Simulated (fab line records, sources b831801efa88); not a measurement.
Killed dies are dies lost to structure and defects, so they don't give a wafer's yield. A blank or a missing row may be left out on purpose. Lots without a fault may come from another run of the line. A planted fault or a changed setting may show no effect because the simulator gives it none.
A sampling plan put to the test | flow sky130 | one fab line, 18 faults that these records tell of, each judged on the records of the lots that it struck
The plan is the line's own looks: the steps of the route at which a gauge or an inspection reads the wafer and doesn't change it. A look can be judged if struck wafers have a number there and the file gives its usual mean and standard deviation on fault-free wafers. Caught: at a look after the fault's first step, the mean of the struck wafers lies 4 or more of those standard deviations (sigma) from the usual mean. On the tool: the same test on the tool's own readings at the fault's steps. Another recipe on the struck wafers, or a record that is blank for them alone, also counts as caught.

THE FAULTS, as the simulator had put them in
1. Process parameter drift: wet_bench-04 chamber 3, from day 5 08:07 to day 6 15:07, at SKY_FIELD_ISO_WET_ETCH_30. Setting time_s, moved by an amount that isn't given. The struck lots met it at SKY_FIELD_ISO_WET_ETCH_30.
2. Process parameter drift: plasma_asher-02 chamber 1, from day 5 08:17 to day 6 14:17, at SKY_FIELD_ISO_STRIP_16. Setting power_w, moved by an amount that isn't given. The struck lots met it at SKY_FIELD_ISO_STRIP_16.
3. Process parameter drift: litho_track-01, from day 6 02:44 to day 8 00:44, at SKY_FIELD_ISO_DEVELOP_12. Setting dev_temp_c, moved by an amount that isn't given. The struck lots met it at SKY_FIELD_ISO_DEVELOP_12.
4. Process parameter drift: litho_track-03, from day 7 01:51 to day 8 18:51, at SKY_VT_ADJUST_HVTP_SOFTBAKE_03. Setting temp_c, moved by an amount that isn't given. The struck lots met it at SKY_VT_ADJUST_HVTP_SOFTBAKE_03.
5. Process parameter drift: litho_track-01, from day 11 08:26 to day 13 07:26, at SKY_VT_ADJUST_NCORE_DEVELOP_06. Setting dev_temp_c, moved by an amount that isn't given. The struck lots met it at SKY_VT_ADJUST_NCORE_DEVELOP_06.
6. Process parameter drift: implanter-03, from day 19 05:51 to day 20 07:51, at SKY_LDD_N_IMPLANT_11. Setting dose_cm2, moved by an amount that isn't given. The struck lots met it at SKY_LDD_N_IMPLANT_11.
7. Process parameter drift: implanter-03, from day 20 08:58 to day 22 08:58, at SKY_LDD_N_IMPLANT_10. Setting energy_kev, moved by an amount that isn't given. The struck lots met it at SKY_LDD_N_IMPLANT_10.
8. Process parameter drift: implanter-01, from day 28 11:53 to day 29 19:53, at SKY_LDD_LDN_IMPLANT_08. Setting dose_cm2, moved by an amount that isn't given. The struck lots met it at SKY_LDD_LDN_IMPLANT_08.
9. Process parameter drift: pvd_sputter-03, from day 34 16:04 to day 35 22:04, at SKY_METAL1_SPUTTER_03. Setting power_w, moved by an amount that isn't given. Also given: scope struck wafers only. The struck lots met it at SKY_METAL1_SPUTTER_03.
10. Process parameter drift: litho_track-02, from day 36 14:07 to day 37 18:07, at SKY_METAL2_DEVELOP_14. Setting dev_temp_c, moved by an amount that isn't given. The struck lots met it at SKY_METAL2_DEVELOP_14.
11. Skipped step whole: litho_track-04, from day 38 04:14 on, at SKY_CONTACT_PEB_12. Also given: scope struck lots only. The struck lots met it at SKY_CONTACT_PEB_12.
12. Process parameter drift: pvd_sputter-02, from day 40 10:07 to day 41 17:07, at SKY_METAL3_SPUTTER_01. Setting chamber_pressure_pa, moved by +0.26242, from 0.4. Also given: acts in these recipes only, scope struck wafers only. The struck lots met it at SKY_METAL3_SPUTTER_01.
13. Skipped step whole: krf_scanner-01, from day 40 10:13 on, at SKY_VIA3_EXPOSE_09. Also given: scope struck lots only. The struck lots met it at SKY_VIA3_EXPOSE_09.
14. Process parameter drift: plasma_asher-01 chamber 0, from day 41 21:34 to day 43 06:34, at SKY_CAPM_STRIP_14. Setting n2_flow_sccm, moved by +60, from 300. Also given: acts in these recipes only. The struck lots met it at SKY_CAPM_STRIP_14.
15. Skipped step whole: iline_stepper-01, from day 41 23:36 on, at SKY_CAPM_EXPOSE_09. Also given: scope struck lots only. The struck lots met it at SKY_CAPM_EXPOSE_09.
16. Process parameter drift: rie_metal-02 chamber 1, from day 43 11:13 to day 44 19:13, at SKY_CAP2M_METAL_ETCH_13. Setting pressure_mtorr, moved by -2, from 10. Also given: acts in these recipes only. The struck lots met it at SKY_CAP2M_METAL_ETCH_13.
17. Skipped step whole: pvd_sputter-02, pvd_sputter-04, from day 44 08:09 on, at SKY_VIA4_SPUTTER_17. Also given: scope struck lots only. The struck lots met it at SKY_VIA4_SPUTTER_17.
18. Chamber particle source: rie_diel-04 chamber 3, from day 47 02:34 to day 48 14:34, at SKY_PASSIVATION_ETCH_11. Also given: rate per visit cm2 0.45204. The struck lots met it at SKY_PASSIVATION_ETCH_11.

WHAT THE PLAN SAW
fault | on the tool itself                               | first look that catches it                      | reading, sigma | median hours from its first step to that look | hours from the fault's start to the first struck lot there | judged looks passed uncaught
1     | run_length_s -6.3 sigma                          | not the one look that can be judged after it    | -              | -                                             | -                                                          | 1
2     | strip_time_to_endpoint_s +21 sigma               | none of the 2 looks that can be judged after it | -              | -                                             | -                                                          | 2
3     | developer_temp_C -7.8 sigma                      | not the one look that can be judged after it    | -              | -                                             | -                                                          | 1
4     | heater_power_total_W -37 sigma                   | no look after it can be judged                  | -              | -                                             | -                                                          | 0
5     | developer_temp_C -10 sigma                       | not the one look that can be judged after it    | -              | -                                             | -                                                          | 1
6     | dose_ions_cm2 -74 sigma                          | not the one look that can be judged after it    | -              | -                                             | -                                                          | 1
7     | beam_energy_keV -33 sigma                        | not the one look that can be judged after it    | -              | -                                             | -                                                          | 1
8     | dose_ions_cm2 -99 or beyond sigma                | no look after it can be judged                  | -              | -                                             | -                                                          | 0
9     | cathode_dc_power_W -99 or beyond sigma           | no look after it can be judged                  | -              | -                                             | -                                                          | 0
10    | developer_temp_C +8.1 sigma                      | no look after it can be judged                  | -              | -                                             | -                                                          | 0
11    | no reading that can be judged                    | no look after it can be judged                  | -              | -                                             | -                                                          | 0
12    | chamber_pressure_pa +99 or beyond sigma          | none of the 2 looks that can be judged after it | -              | -                                             | -                                                          | 2
13    | no reading that can be judged                    | no look after it can be judged                  | -              | -                                             | -                                                          | 0
14    | n2_flow_sccm +68 sigma                           | no look after it can be judged                  | -              | -                                             | -                                                          | 0
15    | no reading that can be judged                    | no look after it can be judged                  | -              | -                                             | -                                                          | 0
16    | chamber_pressure_mTorr -99 or beyond sigma       | no look after it can be judged                  | -              | -                                             | -                                                          | 0
17    | the tool's record is blank for the struck wafers | no look after it can be judged                  | -              | -                                             | -                                                          | 0
18    | under 2 sigma                                    | no look after it can be judged                  | -              | -                                             | -                                                          | 0
A dash: the fault isn't caught, or these records don't give the number.

Caught at a look: 0 of 18. Caught on the tool: 14 of 18. By one or the other: 14 of 18.
Caught on the tool alone: faults 1, 2, 3, 4, 5, 6, 7, 8, 9, 10, 12, 14, 16, 17.
Caught by neither: faults 11, 13, 15, 18.
